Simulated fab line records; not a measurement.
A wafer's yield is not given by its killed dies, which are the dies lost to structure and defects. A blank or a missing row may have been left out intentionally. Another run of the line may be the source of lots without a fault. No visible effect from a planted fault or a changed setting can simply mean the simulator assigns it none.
Chamber matching | flow sky130 | SKY_CONTACT_CMP_27 on cmp-01 has 4 sister chambers
The step polishes, stops on SiO2, t overpolish 15 s, target thk 0 nm. 16 wafers are shown with their chamber, then 8 later ones without.

== WAFERS, EACH WITH ITS CHAMBER ==
wafer  | chamber | motor_current_A (A) | platen_rpm (rpm) | time_to_endpoint_s (s)
L076.1 | 2       | 11.8                | 59.95            | 90.1
L076.2 | 0       | 13.9                | 60.04            | 84.9
L076.5 | 1       | 11.5                | 60.05            | 84.5
L081.3 | 2       | 12.3                | 59.98            | 79.7
L081.5 | 0       | 13.7                | 60.03            | 77.6
L081.6 | 1       | 11.4                | 60.06            | 78.9
L084.1 | 1       | 11.9                | 60.04            | 78.4
L084.3 | 3       | 12.1                | 60.04            | 82.4
L084.5 | 3       | 11.8                | 60.04            | 81.4
L085.1 | 1       | 11.5                | 60.06            | 81.0
L085.2 | 2       | 12.3                | 59.98            | 86.8
L085.4 | 3       | 11.8                | 59.98            | 86.2
L087.2 | 1       | 12.0                | 60.03            | 82.1
L087.4 | 3       | 11.3                | 60.03            | 81.1
L087.6 | 0       | 13.7                | 59.99            | 77.7
L088.2 | 0       | 13.5                | 59.95            | 82.9

SIGNATURES (averages over the wafers above)
reading            | chamber 0 | chamber 1 | chamber 2 | chamber 3 | scatter within a chamber
motor_current_A    | 13.700    | 11.660    | 12.133    | 11.750    | 0.269
platen_rpm         | 60.0025   | 60.0480   | 59.9700   | 60.0225   | 0.0271
time_to_endpoint_s | 80.775    | 80.980    | 85.533    | 82.775    | 3.4
Rule: a wafer lies at a distance from a chamber equal to the root of the sum of squares, over the readings, of (its reading less the chamber's mean, divided by the reading's scatter). If the next closest chamber is less than 2 further off than the closest, the wafer can't be placed; otherwise it belongs to the closest. The scatter: take each reading less its chamber's mean, square it, sum over the shown wafers, divide by the number of wafers less the number of chambers, and take the root.

== WAFERS WHOSE CHAMBER IS MISSING ==
wafer  | motor_current_A (A) | platen_rpm (rpm) | time_to_endpoint_s (s)
L088.3 | 11.6                | 60.04            | 80.9
L088.6 | 12.4                | 59.95            | 84.1
L097.1 | 11.8                | 59.98            | 82.9
L097.4 | 11.3                | 59.95            | 81.6
L097.5 | 14.3                | 60.02            | 81.9
L096.1 | 14.1                | 59.96            | 83.7
L096.2 | 11.7                | 59.97            | 80.2
L096.6 | 12.4                | 59.99            | 81.9

== WHICH CHAMBER EACH WENT THROUGH ==
wafer  | from the rows above          | in truth
L088.3 | can't be placed: 1 or 3      | 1
L088.6 | 2                            | 2
L097.1 | can't be placed: 2 or 3 or 1 | 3
L097.4 | can't be placed: 3 or 2 or 1 | 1
L097.5 | 0                            | 0
L096.1 | 0                            | 0
L096.2 | can't be placed: 3 or 2 or 1 | 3
L096.6 | can't be placed: 2 or 3 or 1 | 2
Placed correctly: 3 of 8. These rows do not allow placing 5 (true chamber among the candidates in 5). Placed wrongly: 0.
